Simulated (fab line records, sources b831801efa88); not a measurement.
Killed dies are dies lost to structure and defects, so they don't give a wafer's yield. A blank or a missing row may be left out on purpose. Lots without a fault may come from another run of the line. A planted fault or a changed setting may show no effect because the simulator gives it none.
fab line records | flow sky130
record lots=6 wafers=18 last_day=50
route steps=708 shown VIA4@648 METAL5@661 PAD_OPEN@708
lots that met no fault: from a run of the same line without faults
start_h: hours from the record's first day to the start of the lot's first wafer shown | wait_h: hours since the lot's step before | " the same as in the row above | L1.1+2: a row that stands for several wafers | - no value, or no start given | * or withheld: withheld | < > ~ a bound
route shown NAME@n: a module of which the file shows steps, and the number in the route of the first | usual: mean/standard deviation of fault-free wafers | same: alike in all rows | chamber/n: place in a boat | sites: the reading at each site | _std_site: their standard deviation | _edge_site: outer sites' mean less inner sites' | radius_mm: how far each site lies from the wafer's centre | mask NAME#n: copy n | behind: the tool/chamber that last shaped the wafer | hold: why the lot was held/for how many hours/how that ended | device: the transistor (n, p or np) that didn't switch | end of line: the same wafers' tests at the end of the route | a step without rows: its recipe alone | killed: dies lost to structure and defects at the first sort, not the wafer's yield | map: a wafer's dies, x killed, . not, _ none there
set.NAME: the setting as run; set.NAME@STEP: as run at that earlier step | model.NAME: the simulator's own value behind a step, which no gauge read
lots at some steps of the route; a table a step, a row a wafer
services: from which hour (start_h, from the record's first day; less than 0 if before it) a tool's chamber was out of use, for how many hours, and why
## steps
# step SKY_VIA4_PEB_09
# recipe temp_c=withheld time_s=* resist=NOVOLAK
# step SKY_VIA4_DEVELOP_10
# recipe resist=NOVOLAK developer=TMAH develop_time_s=60 dev_temp_c=23
# step SKY_VIA4_OVL_MEAS_11
# usual VIA4_OVL=0.2/1.3
# columns lot.wafer tool chamber start_h wait_h VIA4_OVL[nm]
L794.1 overlay-01 - 1000.62 0.1 0.2
L794.2 " - " " 1.0
L794.6 " - " " 2.6
L797.2 overlay-01 - 1018.32 0.1 1.1
L797.3 " - " " 0.9
L797.4 " - " " 1.5
L801.1 overlay-02 - 1045.57 0.1 -0.1
L801.4 " - " " -1.5
L801.5 " - " " -0.3
L807.1 overlay-01 - 1076.15 0.1 3.5
L807.2 " - " " 2.7
L807.6 " - " " 3.5
L810.2 overlay-02 - 1099.86 0.1 0.1
L810.5 " - " " 1.0
L810.6 " - " " -0.5
L816.2 overlay-01 - 1131.81 0.1 0.4
L816.4 " - " " -0.3
L816.5 " - " " 0.3
# step SKY_VIA4_ETCH_12
# recipe target=SiO2 chemistry=C4F8/O2/Ar stop_on=TiN mask_material=NOVOLAK source_w=1500 bias_w=1200 pressure_mtorr=40 c4f8_flow_sccm=withheld O2_flow_sccm=6 Ar_flow_sccm=300 time_s=withheld target_depth_a=5800
# usual oes_product_au=0.926/0.0049 rf_fwd_power_W=1492/4.8
# columns lot.wafer tool chamber start_h wait_h oes_product_au rf_fwd_power_W
L794.1 rie_diel-01 2 1000.66 0.0 0.927 1492
L794.2 " 1 " " 0.931 1491
L794.6 " 2 " " 0.922 1489
L797.2 rie_diel-01 3 1018.35 0.0 0.922 1493
L797.3 " 1 " " 0.919 1482
L797.4 " 2 " " 0.928 1490
L801.1 rie_diel-03 0 1045.60 0.0 0.932 1483
L801.4 " 1 " " 0.931 1497
L801.5 " 0 " " 0.924 1487
L807.1 rie_diel-03 2 1076.19 0.0 0.916 1494
L807.2 " 0 " " 0.927 1493
L807.6 " 1 " " 0.922 1494
L810.2 rie_diel-04 0 1099.89 0.0 0.933 1492
L810.5 " 0 " " 0.929 1493
L810.6 " 3 " " 0.927 1488
L816.2 rie_diel-01 0 1131.84 0.0 0.926 1494
L816.4 " 3 " " 0.932 1492
L816.5 " 2 " " 0.920 1492
# step SKY_VIA4_STRIP_13
# recipe chemistry=O2/N2 power_w=1400 pressure_mtorr=1500 platen_temp_c=withheld o2_flow_sccm=3000 n2_flow_sccm=300 overash_fraction=0.5
# usual drypump_motor_current_A=5.7/0.58 o2_flow_sccm=3001/8.2 oes_product_au=0.710/0.0045 strip_time_to_endpoint_s=12.797/0.023
# columns lot.wafer tool chamber start_h wait_h drypump_motor_current_A o2_flow_sccm oes_product_au rf_hours_counter_h strip_time_to_endpoint_s
L794.1 plasma_asher-01 0 1000.76 - 6.4 2997 0.714 26 12.834
L794.2 " 1 " " 5.0 2996 0.706 26 12.786
L794.6 " 0 " " 6.4 2994 0.713 - 12.821
L797.2 plasma_asher-01 1 1018.43 - 5.0 2990 0.706 28 12.779
L797.3 " 1 " " 5.0 2981 0.715 - 12.776
L797.4 " 0 " " 6.4 2996 0.708 - 12.838
L801.1 plasma_asher-02 1 1045.68 - 5.4 3010 0.709 118 12.780
L801.4 " 0 " " 6.1 2996 0.700 - 12.788
L801.5 " 1 " " 5.5 3003 0.709 - 12.781
L807.1 plasma_asher-02 1 1076.26 - 5.4 2992 0.706 2 12.772
L807.2 " 0 " " 6.1 2990 0.710 2 12.769
L807.6 " 0 " " 6.1 3019 0.705 - 12.776
L810.2 plasma_asher-01 1 1099.96 - 5.0 2992 0.709 37 12.817
L810.5 " 1 " " 5.0 3002 0.712 - 12.800
L810.6 " 0 " " 6.4 2992 0.708 - 12.799
L816.2 plasma_asher-04 1 1131.91 - 5.2 3011 0.715 68 12.815
L816.4 " 0 " " 6.1 3016 0.713 - 12.814
L816.5 " 0 " " 6.2 2997 0.706 - 12.825
# step SKY_VIA4_STRIP_14
# recipe chemistry=post_etch_residue_remover time_s=1200 temp_c=72.5
# step SKY_VIA4_CLEAN_15
# recipe chemistry=IPA time_s=180 temp_c=25
# step SKY_VIA4_CLEAN_16
# recipe chemistry=O3/DIW dry=n2_spin
# step SKY_VIA4_SPUTTER_17
# recipe material=TiN target_thk_nm=20 chamber_pressure_pa=5 power_w=4000 time_s=80
# usual chamber_pressure_pa=5.002/0.0095 throttle_valve_pct=29.6/1.3
# columns lot.wafer tool chamber start_h wait_h chamber_pressure_pa throttle_valve_pct
L794.1 pvd_sputter-01 - 1001.36 0.0 5.002 29.2
L794.2 " - " " 5.006 29.0
L794.6 " - " " 5.010 29.1
L797.2 pvd_sputter-01 - 1019.02 0.0 5.016 28.8
L797.3 " - " " 5.007 28.8
L797.4 " - " " 5.003 28.9
L801.1 pvd_sputter-03 - 1046.27 0.0 4.992 29.7
L801.4 " - " " 4.999 29.1
L801.5 " - " " 4.981 31.4
L807.1 pvd_sputter-02 - 1076.86 0.0 5.001 30.8
L807.2 " - " " 5.007 26.5
L807.6 " - " " 4.998 28.6
L810.2 pvd_sputter-03 - 1100.57 0.0 4.983 28.9
L810.5 " - " " 4.997 30.0
L810.6 " - " " 4.985 29.0
L816.2 pvd_sputter-01 - 1132.53 0.0 5.011 28.8
L816.4 " - " " 4.998 28.5
L816.5 " - " " 5.006 29.3
# step SKY_VIA4_CVD_18
# recipe material=W target_thk_nm=505 time_s=152.14 temp_c=400 pressure_torr=40
# usual heater_power_w=932/120
# columns lot.wafer tool chamber start_h wait_h heater_power_w
L794.1 cvd_w-02 1 1001.42 0.0 779
L794.2 " 0 " " 974
L794.6 " 0 " " 1001
L797.2 cvd_w-02 1 1019.08 0.0 774
L797.3 " 1 " " 787
L797.4 " 0 " " 1005
L801.1 cvd_w-01 0 1046.33 0.0 1130
L801.4 " 0 " " 1099
L801.5 " 1 " " 898
L807.1 cvd_w-02 0 1076.92 0.0 981
L807.2 " 1 " " 781
L807.6 " 0 " " 963
L810.2 cvd_w-01 0 1100.63 0.0 1083
L810.5 " 0 " " 1086
L810.6 " 1 " " 884
L816.2 cvd_w-01 0 1132.60 0.0 1121
L816.4 " 0 " " 1097
L816.5 " 1 " " 884
# step SKY_VIA4_RS_MEAS_19
# recipe thk_meas_gauge=four-point-probe reads=W_of_VIA4_CVD_18+TiN_of_VIA4_SPUTTER_17
# usual VIA4_W_RS=0.2265/0.0028
# columns lot.wafer tool chamber start_h wait_h VIA4_W_RS[ohm/sq]
L794.1 film_metro-03 - 1001.57 0.1 0.2235
L794.2 " - " " 0.2297
L794.6 " - " " 0.2275
L797.2 film_metro-02 - 1019.25 0.1 0.2266
L797.3 " - " " 0.2249
L797.4 " - " " 0.2249
L801.1 film_metro-03 - 1046.48 0.1 0.2266
L801.4 " - " " 0.2236
L801.5 " - " " 0.2237
L807.1 film_metro-03 - 1077.07 0.1 0.2237
L807.2 " - " " 0.2221
L807.6 " - " " 0.2250
L810.2 film_metro-01 - 1100.80 0.1 0.2286
L810.5 " - " " 0.2319
L810.6 " - " " 0.2317
L816.2 film_metro-02 - 1132.77 0.1 0.2279
L816.4 " - " " 0.2284
L816.5 " - " " 0.2262
# step SKY_VIA4_THK_MEAS_20
# recipe thk_meas_gauge=xrf reads=W_of_VIA4_CVD_18
# usual VIA4_W_THK=484/7
# columns lot.wafer tool chamber start_h wait_h VIA4_W_THK[nm]
L794.1 film_metro-03 - 1001.69 0.1 492
L794.2 " - " " 476
L794.6 " - " " 482
L797.2 film_metro-02 - 1019.36 0.1 474
L797.3 " - " " 476
L797.4 " - " " 481
L801.1 film_metro-03 - 1046.60 0.1 485
L801.4 " - " " 491
L801.5 " - " " 489
L807.1 film_metro-03 - 1077.19 0.1 490
L807.2 " - " " 493
L807.6 " - " " 483
L810.2 film_metro-01 - 1100.91 0.1 485
L810.5 " - " " 479
L810.6 " - " " 478
L816.2 film_metro-02 - 1132.88 0.1 475
L816.4 " - " " 473
L816.5 " - " " 475
# step SKY_VIA4_CMP_21
# recipe stop_on=SiO2 t_overpolish_s=25 down_force_psi=3.5 platen_rpm=60 target_thk_nm=0 pad_velocity_m_s=0.94248
# usual motor_current_A=10.8/1 overpolish_run_s=25.002/0.0085 slurry_filter_dp_kPa=13.49/0.15 time_to_endpoint_s=123/3.4
# columns lot.wafer tool chamber start_h wait_h motor_current_A overpolish_run_s slurry_filter_dp_kPa time_to_endpoint_s
L794.1 cmp-01 1 1001.75 0.1 10.2 25.002 13.74 129
L794.2 " 0 " " 9.2 24.982 13.31 124
L794.6 " 1 " " 10.4 24.993 13.46 127
L797.4 cmp-02 1 1019.41 0.0 11.6 25.001 13.37 119
L797.3 " 2 " " 12.4 25.009 13.49 121
L797.2 " 3 " " 9.6 25.004 13.33 125
L801.1 cmp-01 3 1046.71 0.1 10.7 24.991 13.63 125
L801.4 " 1 " " 10.0 25.007 13.52 126
L801.5 " 3 " " 10.9 0.047 13.28 194
L807.1 cmp-01 2 1077.25 0.1 11.0 25.012 13.31 123
L807.2 " 0 " " 9.2 25.002 13.42 127
L807.6 " 2 " " 10.9 0.035 13.60 193
L810.2 cmp-02 2 1101.01 0.1 13.0 25.001 13.39 128
L810.5 " 1 " " 11.4 24.990 13.30 117
L810.6 " 2 " " 12.8 25.015 13.52 124
L816.4 cmp-02 2 1132.93 0.0 12.9 24.998 13.58 126
L816.2 " 3 " " 9.7 25.011 13.46 132
L816.5 " 3 " " 10.1 24.995 13.28 128
# step SKY_METAL5_SPUTTER_00
# recipe material=Ti target_thk_nm=15 power_w=3000 time_s=10 chamber_pressure_pa=0.4
# usual chamber_pressure_pa=0.4001/0.00072 throttle_valve_pct=29.4/1.3
# columns lot.wafer tool chamber start_h wait_h chamber_pressure_pa throttle_valve_pct
L794.1 pvd_sputter-03 - 1002.05 0.2 0.4005 29.9
L794.2 " - " " 0.4005 28.8
L794.6 " - " " 0.4006 30.0
L797.2 pvd_sputter-04 - 1019.71 0.1 0.3994 28.9
L797.3 " - " " 0.3994 30.4
L797.4 " - " " 0.4001 28.7
L801.1 pvd_sputter-04 - 1046.96 0.2 0.3993 28.6
L801.4 " - " " 0.4014 30.9
L807.1 pvd_sputter-03 - 1077.55 0.2 0.3999 31.4
L807.2 " - " " 0.4008 28.8
L810.2 pvd_sputter-02 - 1101.26 0.2 0.4005 30.9
L810.5 " - " " 0.4012 30.9
L810.6 " - " " 0.4005 28.7
L816.2 pvd_sputter-03 - 1133.23 0.2 0.3987 29.0
L816.4 " - " " 0.4002 28.7
L816.5 " - " " 0.4005 28.9
# step SKY_PAD_OPEN_PROBE_99
# usual defect_limited_yield=82.5/1.9 killed_at_M0_to_M3=42/7.4 killed_at_M4_up=3.4/1.8 killed_at_contacts=25/5.4 killed_at_front_end=15/4.4 killed_at_other=0.2/0.52 killed_dies=86/9.3 killed_on_rim=17/3.9 killed_open=47/7.6 killed_short=39/6.5 sort_bin_3_pad_short=0.9/0.46 sort_bin_5_function=10.3/1.5 sort_bin_6_memory=6.3/1.2 sort_n_pass=406/9.3 sort_yield_pct=82.5/1.9
# same gross_dies=492 killed_at_back_side=0 sort_bin_4_leakage[%]=0 sort_bin_8_speed[%]=0
# columns lot.wafer tool chamber start_h wait_h defect_limited_yield[%] killed_at_M0_to_M3 killed_at_M4_up killed_at_contacts killed_at_front_end killed_at_other killed_dies killed_on_rim killed_open killed_short sort_bin_3_pad_short[%] sort_bin_5_function[%] sort_bin_6_memory[%] sort_n_pass sort_yield_pct[%]
L801.5 prober-01 - 1112.32 0.2 0 43 413 17 18 1 492 96 48 36 83.9 10.8 5.3 0 0
L807.1 prober-01 - 1140.40 0.1 78.7 58 5 19 23 0 105 24 53 52 1.0 11.8 8.5 387 78.7
L807.2 prober-01 - 1140.45 0.1 79.5 53 3 26 18 1 101 17 57 44 1.0 13.2 6.3 391 79.5
L807.6 prober-01 - 1140.65 0.2 0 48 419 15 10 0 492 96 46 30 85.2 9.6 5.3 0 0
L810.2 prober-01 - 1160.52 0.1 82.7 45 1 26 12 1 85 21 44 41 1.6 11.0 4.7 407 82.7
L810.5 prober-01 - 1160.67 0.2 82.5 38 6 27 15 0 86 15 47 39 0.8 9.1 7.5 406 82.5
L810.6 prober-01 - 1160.72 0.2 80.3 39 5 31 22 0 97 18 43 54 2.4 10.4 6.9 395 80.3
# killed by level:class
L801.5 VIA4:area_cmp=408 VIA1:geometric_particle:open=11 VIA1:geometric_particle:short=6 LI_CONTACT:geometric_particle:open=6 VIA2:geometric_particle:open=6 POLY_GATE:geometric_particle:short=5 POLY_GATE:geometric_particle:open=5 CONTACT:geometric_particle:open=5
L807.1 VIA1:geometric_particle:open=12 VIA1:geometric_particle:short=10 VIA2:geometric_particle:open=7 FIELD_ISO:geometric_particle:short=6 POLY_GATE:geometric_particle:open=6 LI_CONTACT:geometric_particle:open=6 VIA2:geometric_particle:short=6 FIELD_ISO:geometric_particle:open=5
L807.2 VIA2:geometric_particle:open=16 VIA1:geometric_particle:open=10 CONTACT:geometric_particle:open=8 LI_CONTACT:geometric_particle:open=7 METAL2:geometric_particle:short=7 LOCAL_INTERCONNECT:geometric_particle:short=6 FIELD_ISO:geometric_particle:short=4 POLY_GATE:geometric_particle:short=4
L807.6 VIA4:area_cmp=416 METAL2:geometric_particle:short=9 CONTACT:geometric_particle:open=8 VIA1:geometric_particle:open=7 VIA2:geometric_particle:open=7 LI_CONTACT:geometric_particle:open=6 VIA3:geometric_particle:open=6 METAL1:geometric_particle:short=5
L810.2 VIA1:geometric_particle:open=12 CONTACT:geometric_particle:open=11 METAL1:geometric_particle:short=10 LI_CONTACT:geometric_particle:open=7 VIA1:geometric_particle:short=6 POLY_GATE:geometric_particle:open=5 CONTACT:geometric_particle:short=5 VIA3:geometric_particle:open=4
L810.5 VIA3:geometric_particle:open=11 LI_CONTACT:geometric_particle:open=10 LOCAL_INTERCONNECT:geometric_particle:short=7 METAL2:geometric_particle:short=6 VIA2:geometric_particle:open=6 POLY_GATE:geometric_particle:short=4 LI_CONTACT:geometric_particle:short=4 CONTACT:geometric_particle:open=4
L810.6 METAL2:geometric_particle:short=13 CONTACT:geometric_particle:open=10 FIELD_ISO:geometric_particle:open=6 POLY_GATE:geometric_particle:short=6 LI_CONTACT:geometric_particle:open=6 FIELD_ISO:geometric_particle:short=5 LOCAL_INTERCONNECT:geometric_particle:short=5 CONTACT:geometric_particle:short=5
# map L801.5 (x killed, . not)
__________xxxxxxxxxx_________
________xxxxxxxxxxxxxx_______
______xxxxxxxxxxxxxxxxxx_____
_____xxxxxxxxxxxxxxxxxxxx____
____xxxxxxxxxxxxxxxxxxxxxx___
___xxxxxxxxxxxxxxxxxxxxxxxx__
__xxxxxxxxxxxxxxxxxxxxxxxxxx_
_xxxxxxxxxxxxxxxxxxxxxxxxxxxx
_xxxxxxxxxxxxxxxxxxxxxxxxxxxx
_xxxxxxxxxxxxxxxxxxxxxxxxxxxx
_xxxxxxxxxxxxxxxxxxxxxxxxxxxx
_xxxxxxxxxxxxxxxxxxxxxxxxxxxx
_xxxxxxxxxxxxxxxxxxxxxxxxxxxx
_xxxxxxxxxxxxxxxxxxxxxxxxxxxx
_xxxxxxxxxxxxxxxxxxxxxxxxxxxx
__xxxxxxxxxxxxxxxxxxxxxxxxxx_
___xxxxxxxxxxxxxxxxxxxxxxxx__
____xxxxxxxxxxxxxxxxxxxxxx___
_____xxxxxxxxxxxxxxxxxxxx____
______xxxxxxxxxxxxxxxxxx_____
________xxxxxxxxxxxxxx_______
__________xxxxxxxxxx_________
# map L807.6 (x killed, . not)
__________xxxxxxxxxx_________
________xxxxxxxxxxxxxx_______
______xxxxxxxxxxxxxxxxxx_____
_____xxxxxxxxxxxxxxxxxxxx____
____xxxxxxxxxxxxxxxxxxxxxx___
___xxxxxxxxxxxxxxxxxxxxxxxx__
__xxxxxxxxxxxxxxxxxxxxxxxxxx_
_xxxxxxxxxxxxxxxxxxxxxxxxxxxx
_xxxxxxxxxxxxxxxxxxxxxxxxxxxx
_xxxxxxxxxxxxxxxxxxxxxxxxxxxx
_xxxxxxxxxxxxxxxxxxxxxxxxxxxx
_xxxxxxxxxxxxxxxxxxxxxxxxxxxx
_xxxxxxxxxxxxxxxxxxxxxxxxxxxx
_xxxxxxxxxxxxxxxxxxxxxxxxxxxx
_xxxxxxxxxxxxxxxxxxxxxxxxxxxx
__xxxxxxxxxxxxxxxxxxxxxxxxxx_
___xxxxxxxxxxxxxxxxxxxxxxxx__
____xxxxxxxxxxxxxxxxxxxxxx___
_____xxxxxxxxxxxxxxxxxxxx____
______xxxxxxxxxxxxxxxxxx_____
________xxxxxxxxxxxxxx_______
__________xxxxxxxxxx_________
## services
# columns tool chamber start_h hours kind
rie_diel-01 - 984.85 0.8 repair
rie_diel-01 0 994.32 11.0 repair
cmp-02 - 995.02 1.7 repair
rie_diel-01 3 995.96 13.8 repair
cvd_w-02 0 1002.40 5.6 repair
pvd_sputter-01 - 1005.80 7.8 repair
cmp-01 - 1020.26 3.3 pm
pvd_sputter-01 - 1026.63 2.4 repair
cmp-02 - 1031.30 1.3 repair
rie_diel-01 1 1035.15 4.9 repair
pvd_sputter-03 - 1042.99 2.7 repair
pvd_sputter-01 - 1059.60 1.4 repair
cvd_w-02 1 1064.32 2.4 repair
pvd_sputter-01 - 1067.74 18.6 repair
rie_diel-01 3 1078.31 10.2 repair
cvd_w-01 - 1082.11 4.3 pm
cmp-01 - 1084.39 4.0 pm
plasma_asher-01 - 1084.41 1.9 repair
cmp-02 - 1089.68 0.6 repair
cvd_w-01 0 1094.13 3.6 repair
cvd_w-01 - 1096.64 0.9 repair
cmp-01 - 1104.84 0.2 repair
cmp-01 - 1109.52 0.5 repair
cvd_w-02 0 1116.73 3.8 repair
## key
first_sign step=SKY_VIA4_CMP_21 reading=overpolish_run_s direction=down sigmas=99+ usual=25.002 struck=0.041
effect step=SKY_VIA4_CMP_21 reading=time_to_endpoint_s direction=up sigmas=21 usual=* struck=*
effect step=SKY_PAD_OPEN_PROBE_99 reading=killed_at_M4_up direction=up sigmas=99+ usual=3.4 struck=416
more_kills_born_at SKY_VIA4_CMP_21@cmp-01=824
met_at SKY_VIA4_CMP_21
struck_wafers L801.5,L807.6
later_rows_left_out L801.5,L807.6
onset_between 1001.75 1046.71
fault kind=process_parameter_drift tool=cmp-01 chamber=- onset_h=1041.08 steps=SKY_VIA4_CMP_21 channel=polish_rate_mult offset=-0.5 shape=step end_h=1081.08 scope=struck_wafers_only
# later_rows_left_out: the simulator's readings of these wafers behind a module that went badly wrong aren't trusted and aren't shown, but for the sort
